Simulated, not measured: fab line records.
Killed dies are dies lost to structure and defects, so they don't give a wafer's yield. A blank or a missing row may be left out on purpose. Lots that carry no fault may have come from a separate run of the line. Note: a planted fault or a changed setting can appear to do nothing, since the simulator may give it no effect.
fab line records	flow sky130
record lots=24	wafers=72	last-day=50
route steps=708 shown CAPM@551 METAL3@565 METAL4@630 METAL5@663 PASSIVATION@692 PAD_OPEN@702
lots with no fault: from the same line, run without faults
start-h: start of the lot's first displayed wafer, in hours after the record's first day	wait-h: time in hours since the lot's previous step	" identical to the entry in the row above	L1.1+2: one row covering several wafers at once	- no value present, or no start provided	* or withheld: withheld	< > ~ a bound
route shown NAME@n: a module of which the file shows steps, and the number in the route of the first	usual: mean/standard deviation taken from wafers without a fault	same: alike in all rows	chamber/n: place in a boat	sites: readings site by site	_std_site: the standard deviation of these	_edge_site: the outer-site mean with the inner-site mean subtracted	radius-mm: for every site, how far away it sits from the centre of the wafer	mask NAME#n: copy n	behind: the last tool/chamber to shape the wafer	hold: reason for holding the lot/hours on hold/outcome of the hold	device: the n, p or np transistor that did not switch	end of line: tests run on the same wafers once the route is complete	a step given without rows: its recipe and nothing more	killed: the dies lost at the first sort to structure and to defects; this is not the yield of the wafer	map: dies across one wafer; x = killed, . = not, _ = none there
set.NAME: the setting the step ran with; set.NAME@STEP: the setting that earlier step ran with	model.NAME: the simulator's own value behind a step, which no gauge read
one table for each step of the route and one row for each wafer, over a sample of lots
services: from which hour (start-h, from the record's first day; less than 0 if before it) a tool's chamber was out of use, for how many hours, and why
## steps
# step SKY_CAPM_STRIP_14
# recipe chemistry=O2/N2	power-w=1400	pressure-mtorr=1500	platen-temp-c=withheld	o2-flow-sccm=3000	n2-flow-sccm=300	overash-fraction=0.5
# usual drypump-motor-current-A=5.7/0.57	oes-product-au=0.710/0.0043	strip-time-to-endpoint-s=12.71/0.055
lot.wafer	tool	chamber	start-h	wait-h	drypump-motor-current-A	oes-product-au	rf-hours-counter-h	strip-time-to-endpoint-s
L076.4	plasma-asher-04	1	894.41	0.1	6.1	0.716	-	12.73
L076.5	"	0	"	"	5.7	0.709	-	12.70
L076.6	"	1	"	"	6.1	0.707	-	12.73
L075.1	plasma-asher-02	1	894.78	0.1	5.6	0.710	42	12.66
L075.5	"	0	"	"	4.9	0.711	-	12.67
L075.6	"	1	"	"	5.6	0.713	-	12.73
L074.2	plasma-asher-04	1	896.11	0.1	6.1	0.711	15	12.67
L074.3	"	1	"	"	6.1	0.712	-	12.63
L074.4	"	0	"	"	5.7	0.715	-	12.64
L077.3	plasma-asher-02	0	896.44	0.1	4.9	0.705	-	12.61
L077.5	"	0	"	"	4.9	0.706	-	12.63
L077.6	"	1	"	"	5.6	0.705	-	12.66
L078.1	plasma-asher-02	0	905.48	0.1	4.9	0.708	43	12.73
L078.2	"	1	"	"	5.6	0.711	43	12.64
L078.3	"	1	"	"	5.6	0.705	-	12.75
L079.1	plasma-asher-02	0	914.23	0.1	4.9	0.708	44	12.76
L079.3	"	0	"	"	4.9	0.709	-	12.71
L079.6	"	1	"	"	5.5	0.704	-	12.79
L080.3	plasma-asher-01	1	921.02	0.1	5.4	0.708	-	12.72
L080.4	"	0	"	"	6.6	0.711	-	12.63
L080.6	"	0	"	"	6.6	0.706	-	12.73
L081.1	plasma-asher-01	0	930.46	0.1	6.6	0.711	83	12.77
L081.3	"	1	"	"	5.5	0.711	-	12.77
L081.6	"	1	"	"	5.5	0.711	-	12.68
L082.1	plasma-asher-04	0	939.61	0.1	5.8	0.710	20	12.78
L082.4	"	1	"	"	6.1	0.715	-	12.80
L082.5	"	1	"	"	6.1	0.700	-	12.82
L083.4	plasma-asher-02	1	945.44	0.1	5.5	0.709	-	12.67
L083.5	"	1	"	"	5.6	0.710	-	12.70
L083.6	"	0	"	"	4.9	0.706	-	12.70
L084.3	plasma-asher-01	0	952.16	0.1	6.6	0.710	-	12.74
L084.4	"	1	"	"	5.4	0.707	-	12.82
L084.5	"	0	"	"	6.6	0.707	-	12.80
L085.2	plasma-asher-02	0	953.99	0.1	4.9	0.717	48	12.69
L085.4	"	1	"	"	5.5	0.703	-	12.62
L085.6	"	1	"	"	5.6	0.704	-	12.65
L086.2	plasma-asher-01	1	964.61	0.1	5.4	0.718	86	12.72
L086.3	"	0	"	"	6.6	0.712	-	12.71
L086.6	"	0	"	"	6.6	0.710	-	12.77
L087.2	plasma-asher-04	0	973.06	0.1	5.8	0.710	23	12.68
L087.3	"	1	"	"	6.1	0.708	-	12.67
L087.5	"	0	"	"	5.8	0.717	-	12.71
L088.4	plasma-asher-01	1	980.81	0.1	5.5	0.705	-	12.78
L088.5	"	0	"	"	6.6	0.704	-	12.71
L088.6	"	1	"	"	5.5	0.716	-	12.79
L089.1	plasma-asher-02	0	985.21	0.1	4.9	0.707	52	12.63
L089.3	"	1	"	"	5.6	0.712	-	12.63
L089.4	"	0	"	"	4.9	0.717	-	12.71
L090.1	plasma-asher-04	1	987.36	0.1	6.1	0.711	25	12.65
L090.2	"	0	"	"	5.8	0.722	25	12.68
L090.5	"	1	"	"	6.1	0.716	-	12.66
L093.1	plasma-asher-01	1	1026.59	0.1	5.4	0.717	92	12.71
L093.3	"	0	"	"	6.6	0.703	-	12.67
L093.5	"	1	"	"	5.4	0.704	-	12.63
L094.2	plasma-asher-02	1	1029.19	0.1	5.5	0.705	56	12.68
L094.4	"	1	"	"	5.5	0.714	-	12.69
L094.6	"	0	"	"	4.9	0.712	-	12.78
L091.1	plasma-asher-01	1	1030.41	0.1	5.5	0.705	93	12.67
L091.2	"	0	"	"	6.6	0.710	93	12.70
L091.3	"	1	"	"	5.5	0.715	-	12.70
L095.2	plasma-asher-01	0	1032.49	0.1	6.6	0.702	93	12.78
L095.4	"	0	"	"	6.6	0.713	-	12.78
L095.6	"	1	"	"	5.5	0.711	-	12.75
L092.2	plasma-asher-04	1	1033.69	0.1	6.1	0.709	29	12.68
L092.3	"	1	"	"	6.1	0.714	-	12.68
L092.5	"	0	"	"	5.7	0.716	-	12.75
L096.1	plasma-asher-01	1	1034.16	0.1	5.5	0.715	93	12.67
L096.4	"	0	"	"	6.6	0.719	-	12.67
L096.5	"	1	"	"	5.4	0.709	-	12.66
L097.1	plasma-asher-01	1	1037.69	0.1	5.4	0.713	94	12.77
L097.2	"	0	"	"	6.6	0.720	94	12.83
L097.4	"	1	"	"	5.4	0.707	-	12.84
# step SKY_METAL3_DESCUM_15
# recipe chemistry=O2	source-power-w=150	bias-power-w=0	pressure-mtorr=10	temp-c=40	time-s=8
# usual drypump-motor-current-A=5.9/0.49	oes-product-au=1.007/0.013
lot.wafer	tool	chamber	start-h	wait-h	drypump-motor-current-A	oes-product-au	rf-hours-counter-h
L076.4	rie-metal-01	1	920.15	0.0	6.3	1.029	-
L076.5	"	1	"	"	6.3	1.024	-
L076.6	"	0	"	"	5.9	1.003	-
L075.1	rie-metal-04	1	920.97	0.0	5.9	1.022	1
L075.5	"	1	"	"	5.9	1.013	-
L075.6	"	0	"	"	6.0	1.008	-
L074.2	rie-metal-02	0	921.73	0.0	4.8	0.990	10
L074.3	"	1	"	"	6.3	0.996	-
L074.4	"	0	"	"	4.7	0.998	-
L077.3	rie-metal-01	0	922.60	0.0	5.9	0.991	-
L077.5	"	1	"	"	6.2	1.010	-
L077.6	"	0	"	"	5.9	0.990	-
L078.1	rie-metal-04	1	930.69	0.0	6.0	1.024	2
L078.2	"	0	"	"	6.0	1.008	15
L078.3	"	0	"	"	6.0	1.015	-
L079.1	rie-metal-04	0	939.88	0.0	6.1	0.996	15
L079.3	"	0	"	"	6.0	1.004	-
L079.6	"	0	"	"	6.1	1.000	-
L080.3	rie-metal-04	0	946.89	0.0	6.1	1.014	-
L080.4	"	1	"	"	6.0	1.017	-
L080.6	"	1	"	"	5.9	1.021	-
L081.1	rie-metal-02	1	955.79	0.0	6.3	0.992	2
L081.3	"	0	"	"	4.7	0.988	-
L081.6	"	1	"	"	6.3	0.997	-
L082.1	rie-metal-04	1	964.93	0.0	5.9	1.024	3
L082.4	"	0	"	"	6.1	1.010	-
L082.5	"	1	"	"	5.9	1.032	-
L083.4	rie-metal-02	1	970.34	0.0	6.3	1.000	-
L083.5	"	0	"	"	4.7	0.996	-
L083.6	"	1	"	"	6.3	1.004	-
L084.3	rie-metal-04	1	978.03	0.0	5.9	1.037	-
L084.4	"	0	"	"	6.0	1.011	-
L084.5	"	0	"	"	6.1	1.015	-
L085.2	rie-metal-04	1	978.33	0.0	5.9	1.027	4
L085.4	"	0	"	"	6.1	0.997	-
L085.6	"	0	"	"	6.1	1.004	-
L086.2	rie-metal-04	1	989.63	0.0	5.9	1.020	5
L086.3	"	1	"	"	5.9	1.016	-
L086.6	"	1	"	"	5.9	1.017	-
L087.2	rie-metal-01	0	998.22	0.0	5.9	1.014	2
L087.3	"	1	"	"	6.3	1.027	-
L087.5	"	1	"	"	6.3	1.024	-
L088.4	rie-metal-04	1	1005.95	0.0	5.9	1.017	-
L088.5	"	1	"	"	5.9	1.019	-
L088.6	"	0	"	"	6.0	1.003	-
L089.1	rie-metal-04	0	1010.09	0.0	6.1	0.998	19
L089.3	"	0	"	"	6.1	0.997	-
L089.4	"	1	"	"	5.9	1.015	-
L090.1	rie-metal-02	1	1012.99	0.0	6.3	0.995	6
L090.2	"	0	"	"	4.7	0.989	15
L090.5	"	0	"	"	4.7	0.992	-
L093.1	rie-metal-04	1	1048.63	0.0	5.9	1.021	8
L093.3	"	1	"	"	5.9	1.027	-
L093.5	"	1	"	"	5.9	1.013	-
L094.2	rie-metal-02	0	1050.19	0.0	4.8	0.994	17
L094.4	"	1	"	"	6.3	1.010	-
L094.6	"	1	"	"	6.3	0.993	-
L091.1	rie-metal-04	0	1050.82	0.0	6.1	1.000	22
L091.2	"	1	"	"	5.9	1.013	8
L091.3	"	1	"	"	5.9	1.024	-
L095.2	rie-metal-02	1	1052.07	0.0	6.3	0.991	8
L095.4	"	1	"	"	6.3	0.999	-
L095.6	"	0	"	"	4.8	0.996	-
L092.2	rie-metal-02	0	1053.98	0.0	4.7	0.994	18
L092.3	"	0	"	"	4.7	0.988	-
L092.5	"	1	"	"	6.3	0.991	-
L096.1	rie-metal-01	1	1054.52	0.0	6.3	1.023	15
L096.4	"	1	"	"	6.2	1.009	-
L096.5	"	0	"	"	5.9	1.002	-
L097.1	rie-metal-01	1	1059.07	0.0	6.3	1.014	15
L097.2	"	0	"	"	5.9	1.006	5
L097.4	"	1	"	"	6.3	1.017	-
# step SKY_METAL4_OVL_MEAS_14
# usual METAL4_OVL=-4/5
lot.wafer	tool	chamber	start-h	wait-h	METAL4_OVL[nm]
L076.4	overlay-01	-	998.55	0.1	5
L076.5	"	-	"	"	0
L076.6	"	-	"	"	-6
L075.1	overlay-01	-	999.52	0.1	-6
L075.5	"	-	"	"	-2
L075.6	"	-	"	"	-11
L074.2	overlay-01	-	1000.34	0.1	2
L074.3	"	-	"	"	3
L074.4	"	-	"	"	2
L077.3	overlay-01	-	1000.85	0.1	-7
L077.5	"	-	"	"	3
L077.6	"	-	"	"	-4
L078.1	overlay-02	-	1008.29	0.1	-7
L078.2	"	-	"	"	-5
L078.3	"	-	"	"	-2
L079.1	overlay-01	-	1016.64	0.1	-5
L079.3	"	-	"	"	1
L079.6	"	-	"	"	-10
L080.3	overlay-01	-	1023.08	0.1	-10
L080.4	"	-	"	"	-10
L080.6	"	-	"	"	-6
L081.1	overlay-01	-	1031.72	0.1	-6
L081.3	"	-	"	"	0
L081.6	"	-	"	"	-1
L082.1	overlay-02	-	1037.82	0.1	-4
L082.4	"	-	"	"	-2
L082.5	"	-	"	"	-3
L083.4	overlay-02	-	1045.58	0.1	-4
L083.5	"	-	"	"	-8
L083.6	"	-	"	"	-9
L084.3	overlay-02	-	1049.30	0.1	-10
L084.4	"	-	"	"	-10
L084.5	"	-	"	"	-6
L085.2	overlay-01	-	1049.65	0.1	-10
L085.4	"	-	"	"	-11
L085.6	"	-	"	"	-12
L086.2	overlay-01	-	1059.57	0.1	3
L086.3	"	-	"	"	2
L086.6	"	-	"	"	3
L087.2	overlay-01	-	1068.74	0.1	-9
L087.3	"	-	"	"	-9
L087.5	"	-	"	"	-7
L088.4	overlay-01	-	1073.58	0.1	-2
L088.5	"	-	"	"	2
L088.6	"	-	"	"	0
L089.1	overlay-01	-	1078.79	0.1	0
L089.3	"	-	"	"	-1
L089.4	"	-	"	"	-7
L090.1	overlay-02	-	1088.19	0.1	-3
L090.2	"	-	"	"	-11
L090.5	"	-	"	"	-6
L093.1	overlay-02	-	1115.44	0.1	-3
L093.3	"	-	"	"	-3
L093.5	"	-	"	"	1
L094.2	overlay-02	-	1118.10	0.1	-4
L094.4	"	-	"	"	-6
L094.6	"	-	"	"	-9
L091.1	overlay-01	-	1118.44	0.1	-6
L091.2	"	-	"	"	-3
L091.3	"	-	"	"	-6
L095.2	overlay-02	-	1119.69	0.1	-6
L095.4	"	-	"	"	4
L095.6	"	-	"	"	5
L092.2	overlay-01	-	1121.04	0.1	-4
L092.3	"	-	"	"	-1
L092.5	"	-	"	"	-6
L096.1	overlay-01	-	1121.39	0.1	-2
L096.4	"	-	"	"	4
L096.5	"	-	"	"	-5
L097.1	overlay-01	-	1124.37	0.1	6
L097.2	"	-	"	"	-2
L097.4	"	-	"	"	0
# step SKY_METAL5_SPUTTER_02
# recipe material=AlCu	target-thk-nm=1150	power-w=10600	time-s=61.2	chamber-pressure-pa=0.4
# usual throttle-valve-pct=30.0/0.89
lot.wafer	tool	chamber	start-h	wait-h	throttle-valve-pct
L076.4	pvd-sputter-04	-	1024.08	0.0	28.0
L076.5	"	-	"	"	29.6
L076.6	"	-	"	"	28.4
L075.1	pvd-sputter-04	-	1027.16	0.0	30.2
L075.5	"	-	"	"	31.2
L075.6	"	-	"	"	30.1
L074.2	pvd-sputter-02	-	1027.46	0.0	31.2
L074.3	"	-	"	"	30.2
L074.4	"	-	"	"	30.0
L077.3	pvd-sputter-03	-	1027.76	0.0	30.2
L077.5	"	-	"	"	30.0
L077.6	"	-	"	"	30.6
L078.1	pvd-sputter-04	-	1034.11	0.0	28.0
L078.2	"	-	"	"	29.7
L078.3	"	-	"	"	31.2
L079.1	pvd-sputter-04	-	1047.01	0.0	28.0
L079.3	"	-	"	"	30.0
L079.6	"	-	"	"	28.1
L080.3	pvd-sputter-04	-	1048.81	0.0	30.1
L080.4	"	-	"	"	29.6
L080.6	"	-	"	"	30.1
L081.1	pvd-sputter-02	-	1054.27	0.0	29.9
L081.3	"	-	"	"	30.5
L081.6	"	-	"	"	31.1
L082.1	pvd-sputter-04	-	1067.88	0.0	28.1
L082.4	"	-	"	"	31.3
L082.5	"	-	"	"	29.9
L083.4	pvd-sputter-04	-	1071.47	0.0	31.2
L083.5	"	-	"	"	30.0
L083.6	"	-	"	"	28.0
L084.3	pvd-sputter-02	-	1073.64	0.0	30.3
L084.4	"	-	"	"	31.4
L084.5	"	-	"	"	31.2
L085.2	pvd-sputter-04	-	1073.97	0.0	31.2
L085.4	"	-	"	"	31.0
L085.6	"	-	"	"	28.2
L086.2	pvd-sputter-02	-	1083.87	0.0	30.3
L086.3	"	-	"	"	30.2
L086.6	"	-	"	"	30.3
L087.2	pvd-sputter-04	-	1093.13	0.0	31.1
L087.3	"	-	"	"	30.0
L087.5	"	-	"	"	29.4
L088.4	pvd-sputter-03	-	1097.90	0.0	29.9
L088.5	"	-	"	"	30.1
L088.6	"	-	"	"	29.9
L089.1	pvd-sputter-02	-	1102.55	0.0	31.0
L089.3	"	-	"	"	30.4
L089.4	"	-	"	"	30.3
L090.1	pvd-sputter-02	-	1111.31	0.0	30.9
L090.2	"	-	"	"	30.4
L090.5	"	-	"	"	30.9
L093.1	pvd-sputter-03	-	1137.61	0.0	30.4
L093.3	"	-	"	"	29.9
L093.5	"	-	"	"	29.8
L094.2	pvd-sputter-04	-	1141.61	0.0	28.1
L094.4	"	-	"	"	29.9
L094.6	"	-	"	"	29.6
L091.1	pvd-sputter-02	-	1142.51	0.0	30.4
L091.2	"	-	"	"	31.1
L091.3	"	-	"	"	30.3
L095.2	pvd-sputter-03	-	1142.81	0.0	30.0
L095.4	"	-	"	"	29.8
L095.6	"	-	"	"	29.9
L092.2	pvd-sputter-04	-	1144.61	0.0	31.2
L092.3	"	-	"	"	30.3
L092.5	"	-	"	"	31.0
L096.1	pvd-sputter-03	-	1144.91	0.0	30.6
L096.4	"	-	"	"	30.4
L096.5	"	-	"	"	29.8
L097.1	pvd-sputter-04	-	1146.71	0.0	30.2
L097.2	"	-	"	"	29.5
L097.4	"	-	"	"	28.2
# step SKY_PASSIVATION_ETCH_11
# recipe chemistry=CF4/O2	target-depth-nm=725	stop-on=AlCu	source-w=800	bias-w=150	pressure-mtorr=150	cf4-flow-sccm=80	O2_flow_sccm=10	time-s=161.1
# usual drypump-motor-current-A=5.9/0.47	oes-product-au=0.975/0.0074	throttle-valve-pct=5.964/0.0091
lot.wafer	tool	chamber	start-h	wait-h	drypump-motor-current-A	oes-product-au	rf-hours-counter-h	throttle-valve-pct
L076.4	rie-diel-02	3	1068.53	-	6.0	0.965	7	5.974
L076.5	"	3	"	"	5.9	0.977	-	5.965
L076.6	"	0	"	"	5.5	0.984	-	5.949
L075.1	rie-diel-02	2	1070.92	-	6.3	0.969	14	5.966
L075.5	"	1	"	"	6.7	0.980	-	5.955
L075.6	"	0	"	"	5.5	0.975	-	5.973
L074.2	rie-diel-02	3	1071.20	-	5.9	0.969	7	5.950
L074.3	"	1	"	"	6.7	0.963	15	5.948
L074.4	"	0	"	"	5.5	0.975	10	5.981
L077.3	rie-diel-04	0	1071.27	-	5.1	0.965	23	5.956
L077.5	"	0	"	"	5.1	0.962	-	5.959
L077.6	"	3	"	"	6.3	0.985	-	5.972
L078.1	rie-diel-04	0	1076.92	-	5.1	0.971	23	5.988
L078.2	"	1	"	"	5.8	0.976	22	5.972
L078.3	"	2	"	"	5.6	0.976	11	5.964
L079.1	rie-diel-04	3	1090.53	-	6.3	0.978	3	5.968
L079.3	"	2	"	"	5.6	0.973	11	5.973
L079.6	"	0	"	"	5.0	0.978	-	5.966
L080.3	rie-diel-02	0	1092.38	-	5.6	0.974	11	5.961
L080.4	"	2	"	"	6.3	0.979	14	5.978
L080.6	"	2	"	"	6.3	0.980	-	5.988
L081.1	rie-diel-04	0	1098.43	-	5.1	0.969	24	5.966
L081.3	"	1	"	"	5.8	0.977	23	5.975
L081.6	"	2	"	"	5.6	0.978	-	5.953
L082.1	rie-diel-02	3	1110.87	-	6.0	0.977	8	5.960
L082.4	"	1	"	"	6.7	0.988	16	5.955
L082.5	"	0	"	"	5.6	0.981	-	5.971
L083.4	rie-diel-04	0	1114.40	-	5.1	0.973	24	5.961
L083.5	"	3	"	"	6.3	0.987	-	5.968
L083.6	"	2	"	"	5.6	0.994	-	5.972
L084.3	rie-diel-04	1	1116.32	-	5.8	0.970	23	5.951
L084.4	"	0	"	"	5.1	0.974	-	5.968
L084.5	"	1	"	"	5.8	0.983	-	5.977
L085.2	rie-diel-04	1	1116.98	-	5.8	0.970	23	5.964
L085.4	"	1	"	"	5.8	0.975	-	5.961
L085.6	"	3	"	"	6.3	0.985	-	5.951
L086.2	rie-diel-04	0	1124.60	-	5.1	0.967	25	5.961
L086.3	"	1	"	"	5.8	0.981	24	5.972
L086.6	"	1	"	"	5.8	0.987	-	5.958
L087.2	rie-diel-03	0	1133.63	-	6.4	0.959	10	5.958
L087.3	"	2	"	"	5.7	0.959	15	5.963
L087.5	"	0	"	"	6.3	0.972	-	5.964
L088.4	rie-diel-04	1	1139.40	-	5.8	0.996	24	5.984
L088.5	"	1	"	"	5.8	0.978	-	5.960
L088.6	"	2	"	"	5.6	0.979	-	5.959
L089.1	rie-diel-02	3	1143.43	-	5.9	0.975	9	5.967
L089.3	"	1	"	"	6.7	0.965	17	5.980
L089.4	"	2	"	"	6.3	0.984	16	5.967
L090.1	rie-diel-02	1	1149.47	-	6.7	0.970	18	5.958
L090.2	"	2	"	"	6.3	0.972	16	5.955
L090.5	"	0	"	"	5.5	0.984	-	5.970
L093.1	rie-diel-03	1	1173.18	-	6.5	0.978	15	5.964
L093.3	"	0	"	"	6.4	0.972	12	5.963
L093.5	"	0	"	"	6.4	0.978	-	5.953
L094.2	rie-diel-02	1	1177.57	-	6.7	0.974	18	5.972
L094.4	"	0	"	"	5.5	0.971	14	5.977
L094.6	"	3	"	"	5.9	0.967	-	5.967
L091.1	rie-diel-04	3	1177.65	-	6.2	0.968	7	5.968
L091.2	"	2	"	"	5.6	0.972	15	5.971
L091.3	"	1	"	"	5.8	0.976	26	5.958
L095.2	rie-diel-02	1	1177.92	-	6.7	0.976	19	5.963
L095.4	"	2	"	"	6.3	0.989	17	5.985
L095.6	"	2	"	"	6.3	0.972	-	5.974
L092.2	rie-diel-04	0	1179.68	-	5.1	0.971	27	5.976
L092.3	"	2	"	"	5.6	0.960	15	5.969
L092.5	"	1	"	"	5.8	0.980	-	5.971
L096.1	rie-diel-03	1	1179.85	-	6.4	0.978	15	5.973
L096.4	"	2	"	"	5.7	0.972	16	5.959
L096.5	"	2	"	"	5.7	0.978	-	5.964
L097.1	rie-diel-04	0	1182.23	-	5.1	0.969	27	5.962
L097.2	"	2	"	"	5.6	0.977	15	5.972
L097.4	"	1	"	"	5.8	0.980	26	5.977
# step SKY_PAD_OPEN_STRIP_08
# recipe chemistry=O2/N2	power-w=1400	pressure-mtorr=1500	platen-temp-c=withheld	overash-fraction=0.7	o2-flow-sccm=3000	n2-flow-sccm=300
# usual drypump-motor-current-A=5.6/0.52	oes-product-au=0.663/0.0041	strip-time-to-endpoint-s=37.08/0.12
lot.wafer	tool	chamber	start-h	wait-h	drypump-motor-current-A	oes-product-au	rf-hours-counter-h	strip-time-to-endpoint-s
L076.4	plasma-asher-01	0	1089.76	0.1	6.6	0.665	-	37.24
L076.5	"	0	"	"	6.6	0.657	-	37.22
L076.6	"	1	"	"	5.5	0.662	-	37.15
L075.1	plasma-asher-04	0	1092.20	0.1	5.8	0.660	35	37.00
L075.5	"	0	"	"	5.8	0.650	-	37.00
L075.6	"	1	"	"	6.1	0.659	-	36.98
L074.2	plasma-asher-01	1	1092.47	0.1	5.5	0.675	99	37.04
L074.3	"	1	"	"	5.5	0.663	-	36.96
L074.4	"	0	"	"	6.6	0.662	-	37.08
L077.3	plasma-asher-04	0	1092.86	0.1	5.7	0.664	-	37.23
L077.5	"	1	"	"	6.1	0.663	-	37.24
L077.6	"	0	"	"	5.7	0.653	-	37.18
L078.1	plasma-asher-02	1	1097.90	0.1	5.6	0.661	63	37.15
L078.2	"	0	"	"	4.9	0.666	63	36.95
L078.3	"	1	"	"	5.5	0.668	-	36.98
L079.1	plasma-asher-04	0	1111.32	0.1	5.8	0.662	37	37.01
L079.3	"	1	"	"	6.1	0.666	-	37.04
L079.6	"	0	"	"	5.8	0.670	-	37.04
L080.3	plasma-asher-04	0	1112.51	0.1	5.7	0.662	-	37.02
L080.4	"	1	"	"	6.1	0.657	-	37.09
L080.6	"	1	"	"	6.1	0.668	-	37.16
L081.1	plasma-asher-01	1	1118.97	0.1	5.5	0.666	102	36.90
L081.3	"	1	"	"	5.5	0.663	-	36.84
L081.6	"	1	"	"	5.5	0.655	-	37.11
L082.1	plasma-asher-02	0	1130.15	0.1	4.9	0.662	64	37.04
L082.4	"	0	"	"	4.9	0.668	-	37.06
L082.5	"	0	"	"	4.9	0.669	-	37.00
L083.4	plasma-asher-04	1	1133.44	0.1	6.1	0.668	-	36.85
L083.5	"	0	"	"	5.7	0.670	-	36.95
L083.6	"	1	"	"	6.1	0.663	-	36.92
L084.3	plasma-asher-02	1	1135.96	0.1	5.5	0.665	-	37.21
L084.4	"	0	"	"	4.9	0.662	-	37.28
L084.5	"	1	"	"	5.5	0.661	-	37.16
L085.2	plasma-asher-02	0	1136.65	0.1	4.9	0.667	65	36.92
L085.4	"	0	"	"	4.9	0.665	-	36.88
L085.6	"	0	"	"	4.9	0.662	-	36.89
L086.2	plasma-asher-02	1	1144.00	0.1	5.6	0.665	66	37.10
L086.3	"	0	"	"	4.9	0.670	-	36.90
L086.6	"	0	"	"	4.9	0.662	-	37.00
L087.2	plasma-asher-04	0	1151.42	0.1	5.8	0.661	41	37.15
L087.3	"	0	"	"	5.8	0.671	-	37.19
L087.5	"	0	"	"	5.8	0.665	-	37.23
L088.4	plasma-asher-02	1	1157.21	0.1	5.5	0.666	-	36.92
L088.5	"	1	"	"	5.5	0.663	-	37.00
L088.6	"	0	"	"	4.9	0.662	-	36.93
L089.1	plasma-asher-02	1	1161.13	0.1	5.6	0.657	68	37.08
L089.3	"	1	"	"	5.6	0.664	-	37.08
L089.4	"	0	"	"	4.9	0.668	-	37.14
L090.1	plasma-asher-02	0	1167.15	0.1	4.9	0.669	69	37.03
L090.2	"	1	"	"	5.6	0.667	69	37.13
L090.5	"	0	"	"	4.9	0.663	-	37.14
L093.1	plasma-asher-01	1	1190.10	0.1	5.5	0.661	107	37.23
L093.3	"	1	"	"	5.5	0.660	-	37.19
L093.5	"	0	"	"	6.6	0.668	-	37.15
L094.2	plasma-asher-02	0	1194.52	0.1	4.9	0.665	71	37.12
L094.4	"	1	"	"	5.6	0.664	-	37.22
L094.6	"	0	"	"	4.9	0.661	-	37.25
L091.1	plasma-asher-04	1	1194.68	0.1	6.1	0.667	45	37.02
L091.2	"	0	"	"	5.8	0.663	45	37.16
L091.3	"	1	"	"	6.1	0.663	-	37.12
L095.2	plasma-asher-01	0	1195.20	0.1	6.7	0.660	108	37.12
L095.4	"	0	"	"	6.6	0.662	-	37.17
L095.6	"	0	"	"	6.6	0.656	-	37.24
L092.2	plasma-asher-04	1	1196.48	0.1	6.1	0.662	45	37.20
L092.3	"	1	"	"	6.1	0.663	-	37.26
L092.5	"	0	"	"	5.8	0.662	-	37.10
L096.1	plasma-asher-02	1	1196.70	0.1	5.5	0.665	71	37.20
L096.4	"	1	"	"	5.6	0.661	-	37.20
L096.5	"	1	"	"	5.5	0.664	-	37.25
L097.1	plasma-asher-02	1	1199.00	0.1	5.6	0.660	72	37.05
L097.2	"	0	"	"	4.9	0.661	72	36.95
L097.4	"	1	"	"	5.6	0.662	-	36.97
## services
tool	chamber	start-h	hours	kind
rie-metal-04	-	880.23	2.8	pm
rie-diel-02	0	915.99	2.6	repair
rie-diel-04	-	917.60	2.8	pm
plasma-asher-04	-	920.58	3.0	repair
rie-diel-04	1	927.04	7.9	repair
rie-diel-04	-	927.95	0.4	repair
rie-diel-02	2	929.66	22.8	repair
rie-metal-02	-	936.75	0.2	repair
rie-diel-04	0	947.16	8.5	repair
pvd-sputter-02	-	956.01	14.5	repair
plasma-asher-01	-	957.01	2.8	pm
rie-diel-04	1	960.67	2.2	repair
pvd-sputter-02	-	963.60	5.1	repair
rie-metal-04	-	981.00	0.5	repair
rie-diel-04	-	991.23	14.6	pm
rie-metal-04	1	1041.60	2.9	repair
pvd-sputter-04	-	1044.65	2.2	repair
plasma-asher-02	-	1047.42	1.4	repair
rie-diel-04	-	1090.97	0.4	repair
plasma-asher-02	-	1101.56	14.6	pm
plasma-asher-01	-	1124.13	13.3	repair
plasma-asher-01	-	1147.75	8.4	repair
rie-diel-04	1	1157.46	3.7	repair
plasma-asher-04	-	1165.18	2.8	pm
## key
fault none
